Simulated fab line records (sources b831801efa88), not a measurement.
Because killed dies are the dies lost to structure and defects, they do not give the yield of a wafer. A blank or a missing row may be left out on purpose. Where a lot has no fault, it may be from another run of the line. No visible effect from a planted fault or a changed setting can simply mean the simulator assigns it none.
A lot that was struck, set against a sound lot | flow sfq-line | 42 out of 325 route steps
Sound: wafers L933.3, L933.4, L933.6. Struck: wafers L942.1, L942.3, L942.5. Last of all comes the cause.
Order at every step that has rows: each side's tool, ch and its chambers, its first start. Under that, the readings that differ: sound wafers | struck wafers | difference of the means | sigmas: that difference in standard deviations of wafers without a fault.
alike: readings whose means differ by less than 2 such deviations, and words and numbers that are the same on both sides. not compared: withheld readings, readings that some wafer has no value for, bounds like >300 that may hide the same value, and numbers for which the record gives no deviation and whose values overlap.
A row with sigmas, a row that says differs or no value, or rows on one side alone: a step with any of these is where the two part. Numbers that don't overlap but have no deviation are shown without sigmas and don't part them. A reading missing from all wafers of one side parts the sides only when that side holds two or more wafers.

first, 6 steps without rows for these wafers: SFQ_TRILAYER_M2_LITHO_COAT_062 (resist thk 62 nm); SFQ_TRILAYER_M2_LITHO_COAT_057 (resist thk 600 nm); SFQ_TRILAYER_M2_LITHO_SOFTBAKE_061; SFQ_TRILAYER_M2_LITHO_EXPOSE_058 (exposes mask M2, target cd 500 nm); SFQ_TRILAYER_M2_LITHO_PEB_060 (peb time 60 s); SFQ_TRILAYER_M2_LITHO_DEVELOP_059 (time 60 s).
SFQ_M2_OVL_MEAS_916:
  sound on overlay-01, day 32 17:56; struck on overlay-02, day 36 03:11
  alike: M2_OVL
SFQ_TRILAYER_M2_BARC_OPEN_METAL_ETCH_077: etches BARC in O2, target depth 125 nm, time 41.7 s.
  sound on rie-metal-02 ch 0,1, day 32 17:59; struck on rie-metal-03 ch 0,1, day 36 03:13
  alike: drypump-motor-current-A, oes-product-au
  not compared: rf-hours-counter-h
then, 4 steps without rows for these wafers: SFQ_TRILAYER_M2_ETCH_METAL_ETCH_060 (etches Nb in Cl2/Ar, stops on SiO2, target depth 240 nm, time 120 s); SFQ_TRILAYER_M2_STRIP_STRIP_061 (strips in O2); SFQ_TRILAYER_M2_STRIP_SOLV_CLEAN_062 (cleans in NMP, time 600 s); SFQ_TRILAYER_I2_DEP_PECVD_063 (deposits SiO2 from SiH4/N2O, time 111.11 s, target thk 500 nm).
SFQ_TRILAYER_I2_CMP_CMP_064: polishes SiO2.
  sound on cmp-02 ch 0,3, day 32 19:00; struck on cmp-02 ch 0,1,2, day 36 07:10
  no value came back on the struck wafers for edge-zone-pressure-frac, head-pressure-psi (psi), motor-current-A (A), time-to-endpoint-s (s); on the sound wafers edge-zone-pressure-frac reads 1.006 1.010 0.998
  reading                                             | sound             | struck            | difference | sigmas
  model.SiO2_of_TRILAYER_I2_DEP_PECVD_063.thk-nm (nm) | 200.3 200.3 200.3 | 491.5 505.4 509.6 | +301.9     |
SFQ_I2_BOW_MEAS_917:
  sound on film-metro-04, day 32 22:02; struck on film-metro-04, day 36 10:10
  alike: I2_BOW
SFQ_TRILAYER_I2_METRO_MEASURE_065:
  sound on film-metro-04, day 32 22:31; struck on film-metro-04, day 36 10:17
  reading     | sound             | struck            | difference | sigmas
  thk-nm (nm) | 200.2 200.1 200.2 | 491.5 505.4 509.4 | +301.9     | +99 or more
then, 6 steps without rows for these wafers: SFQ_TRILAYER_I2_VIA_LITHO_COAT_072 (resist thk 62 nm); SFQ_TRILAYER_I2_VIA_LITHO_COAT_067 (resist thk 650 nm); SFQ_TRILAYER_I2_VIA_LITHO_SOFTBAKE_071; SFQ_TRILAYER_I2_VIA_LITHO_EXPOSE_068 (exposes mask I2, target cd 500 nm); SFQ_TRILAYER_I2_VIA_LITHO_PEB_070 (peb time 60 s); SFQ_TRILAYER_I2_VIA_LITHO_DEVELOP_069 (time 60 s).
SFQ_I2_OVL_MEAS_918:
  sound on overlay-02, day 33 01:43; struck on overlay-01, day 36 13:44
  alike: I2_OVL
then, 1 step without rows for these wafers: SFQ_TRILAYER_I2_VIA_BARC_OPEN_VIA_ETCH_096 (etches BARC in O2, target depth 125 nm, time 41.7 s).
SFQ_TRILAYER_I2_VIA_ETCH_VIA_ETCH_070: etches SiO2 in CHF3, stops on Nb, target depth 260 nm.
  sound on rie-diel-02 ch 1,2, day 33 01:46; struck on rie-diel-03 ch 1,2, day 36 13:49
  reading                        | sound             | struck            | difference | sigmas
  oes-product-au (a.u.)          | 0.854 0.857 0.852 | 1.607 1.628 1.608 | +0.760     | +99 or more
  model.I2.feature-depth-nm (nm) | 200.3 200.3 200.3 | 257.1 260.9 257.5 | +58.2      |
  model.etch.depth-nm (nm)       | 200.3 200.3 200.3 | 257.1 260.9 257.5 | +58.2      |
  alike: drypump-motor-current-A
SFQ_TRILAYER_I2_VIA_STRIP_STRIP_071: strips in O2.
  sound on rie-metal-04 ch 0,1, day 33 02:05; struck on rie-metal-03 ch 0,1, day 36 13:56
  alike: drypump-motor-current-A, oes-product-au
  not compared: rf-hours-counter-h
then, 1 step without rows for these wafers: SFQ_TRILAYER_I2_VIA_STRIP_SOLV_CLEAN_072 (cleans in NMP, time 600 s).
SFQ_TRILAYER_M3_DEP_PRE_CLEAN_074: time 22.5 s.
  sound on pvd-sputter-06, day 33 02:41; struck on pvd-sputter-06, day 36 14:43
  reading                                             | sound             | struck          | difference | sigmas
  model.SiO2_of_TRILAYER_I2_DEP_PECVD_063.thk-nm (nm) | 192.8 192.8 192.8 | 484 497.9 502.1 | +302       |
  alike: bias-v
then, 1 step without rows for these wafers: SFQ_TRILAYER_M3_DEP_SPUTTER_073 (material Nb, target thk 200 nm, time 133.3 s).
SFQ_M3_RS_MEAS_919: measurement is done with a four-point probe.
  sound on film-metro-03, day 33 02:50; struck on film-metro-02, day 36 14:50
  alike: M3_NB_RS
then, 6 steps without rows for these wafers: SFQ_TRILAYER_M3_LITHO_COAT_080 (resist thk 62 nm); SFQ_TRILAYER_M3_LITHO_COAT_075 (resist thk 600 nm); SFQ_TRILAYER_M3_LITHO_SOFTBAKE_079; SFQ_TRILAYER_M3_LITHO_EXPOSE_076 (exposes mask M3, target cd 500 nm); SFQ_TRILAYER_M3_LITHO_PEB_078 (peb time 60 s); SFQ_TRILAYER_M3_LITHO_DEVELOP_077 (time 60 s).
-- the record jumps here: 6 days lie between the struck wafers' starts before and after --
SFQ_M3_OVL_MEAS_921:
  sound on overlay-02, day 39 00:41; struck on overlay-01, day 42 03:55
  alike: M3_OVL
SFQ_TRILAYER_M3_BARC_OPEN_METAL_ETCH_100: etches BARC in O2, target depth 125 nm, time 41.7 s.
  sound on rie-metal-01 ch 0,1, day 39 00:44; struck on rie-metal-03 ch 0,1, day 42 03:57
  alike: drypump-motor-current-A, oes-product-au
  not compared: rf-hours-counter-h
then, 1 step without rows for these wafers: SFQ_TRILAYER_M3_ETCH_METAL_ETCH_078 (etches Nb in Cl2/Ar, stops on SiO2, target depth 240 nm, time 120 s).
SFQ_TRILAYER_M3_STRIP_STRIP_079: strips in O2.
  sound on rie-metal-01 ch 0,1, day 39 01:05; struck on rie-metal-03 ch 0,1, day 42 04:08
  reading               | sound             | struck            | difference | sigmas
  oes-product-au (a.u.) | 0.985 0.990 0.982 | 1.003 0.991 1.009 | +0.015     | +2
  alike: drypump-motor-current-A
  not compared: rf-hours-counter-h
then, 1 step without rows for these wafers: SFQ_TRILAYER_M3_STRIP_SOLV_CLEAN_080 (cleans in NMP, time 600 s).
SFQ_TRILAYER_I3_DEP_PECVD_081: deposits SiO2 from SiH4/N2O, time 111.11 s, target thk 500 nm.
  sound on pecvd-04 ch 1,2, day 39 01:40; struck on pecvd-02 ch 0,2, day 42 04:55
  alike: heater-power-w, throttle-valve-pct
-- the record jumps here: 38 days lie between the struck wafers' starts before and after --
SFQ_M8_BOW_MEAS_951:
  sound on film-metro-03, day 78 00:40; struck on film-metro-04, day 80 09:51
  reading                 | sound             | struck            | difference | sigmas
  model.etest.i2.link-ohm | 1.965 1.938 1.952 | 1e+06 1e+06 1e+06 | +1e+06     |
  alike: M8_BOW

WHERE THEY PART
Last at SFQ_TRILAYER_M3_STRIP_STRIP_079 as far as this record goes, first at SFQ_TRILAYER_I2_CMP_CMP_064. Later steps at which nothing parts them and some readings are alike: SFQ_TRILAYER_I3_DEP_PECVD_081, SFQ_M8_BOW_MEAS_951.

WHY: what the simulator had put in
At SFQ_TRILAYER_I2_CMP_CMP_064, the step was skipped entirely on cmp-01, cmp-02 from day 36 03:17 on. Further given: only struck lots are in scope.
